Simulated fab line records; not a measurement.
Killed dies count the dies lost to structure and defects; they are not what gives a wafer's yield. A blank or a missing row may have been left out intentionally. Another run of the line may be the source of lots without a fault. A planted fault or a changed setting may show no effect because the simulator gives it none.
Split-lot study	flow gf180mcu	23 wafers read from 5 lots, route of 602 steps

ABOUT THE SPLIT
At GF_V2_SPUTTER_21 (material Ti, target thk 15 nm, time 80.02 s), the setting chamber_pressure_pa was moved away from the recipe's 5 Pa on 15 of the 23 wafers read, by -12.5% to +11.3%. For the rest of the wafers, this setting stayed at what the recipe calls for.

Reading taken at the split's own step.

THE READING
Ti_of_V2_SPUTTER_21.thk_nm (the simulator's own value, which no gauge read), in nm, at GF_V2_SPUTTER_21 (material Ti, target thk 15 nm, time 80.02 s). The file gives no usual value for it. Across the 8 wafers here that went through the recipe, the average is 14.83 nm and the standard deviation 0.13 nm.

wafer	tool, chamber at the split	chamber_pressure_pa as run, Pa	against the recipe	Ti_of_V2_SPUTTER_21.thk_nm, nm	against lot-mates on the recipe
L075.2	pvd_sputter-03, -	4.373	-12.5%	16.68	no lot-mate on the recipe
L075.3	pvd_sputter-03, -	4.373	-12.5%	16.91	no lot-mate on the recipe
L075.4	pvd_sputter-03, -	4.373	-12.5%	16.91	no lot-mate on the recipe
L075.5	pvd_sputter-03, -	4.373	-12.5%	16.91	no lot-mate on the recipe
L075.6	pvd_sputter-03, -	4.373	-12.5%	16.81	no lot-mate on the recipe
L077.1	pvd_sputter-02, -	5	recipe	14.84	-
L077.2	pvd_sputter-02, -	5	recipe	14.9	-
L077.4	pvd_sputter-02, -	5	recipe	14.85	-
L077.5	pvd_sputter-02, -	5	recipe	15.01	-
L077.6	pvd_sputter-02, -	5	recipe	15.01	-
L080.2	pvd_sputter-03, -	5	recipe	14.71	-
L080.3	pvd_sputter-03, -	5	recipe	14.7	-
L080.6	pvd_sputter-03, -	5	recipe	14.64	-
L084.1	pvd_sputter-03, -	5.567	+11.3%	13.82	no lot-mate on the recipe
L084.2	pvd_sputter-03, -	5.567	+11.3%	13.74	no lot-mate on the recipe
L084.3	pvd_sputter-03, -	5.567	+11.3%	13.97	no lot-mate on the recipe
L084.5	pvd_sputter-03, -	5.567	+11.3%	13.86	no lot-mate on the recipe
L084.6	pvd_sputter-03, -	5.567	+11.3%	14.1	no lot-mate on the recipe
L085.1	pvd_sputter-02, -	5.248	+5.0%	14.31	no lot-mate on the recipe
L085.2	pvd_sputter-02, -	5.248	+5.0%	14.14	no lot-mate on the recipe
L085.3	pvd_sputter-02, -	5.248	+5.0%	14.16	no lot-mate on the recipe
L085.4	pvd_sputter-02, -	5.248	+5.0%	14.08	no lot-mate on the recipe
L085.5	pvd_sputter-02, -	5.248	+5.0%	14.26	no lot-mate on the recipe

FIT RESULTS
A straight line over all 23 wafers: Ti_of_V2_SPUTTER_21.thk_nm changes by -0.128 nm for each +1% of chamber_pressure_pa; r = -0.97; the points scatter about the line by 0.27 nm.
Too few moved wafers have a lot-mate on the recipe to fit a line with each lot's own level taken away.

FILE'S OWN FIT
Ti_of_V2_SPUTTER_21.thk_nm changes by -0.128 nm for each +1% of chamber_pressure_pa, r = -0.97.
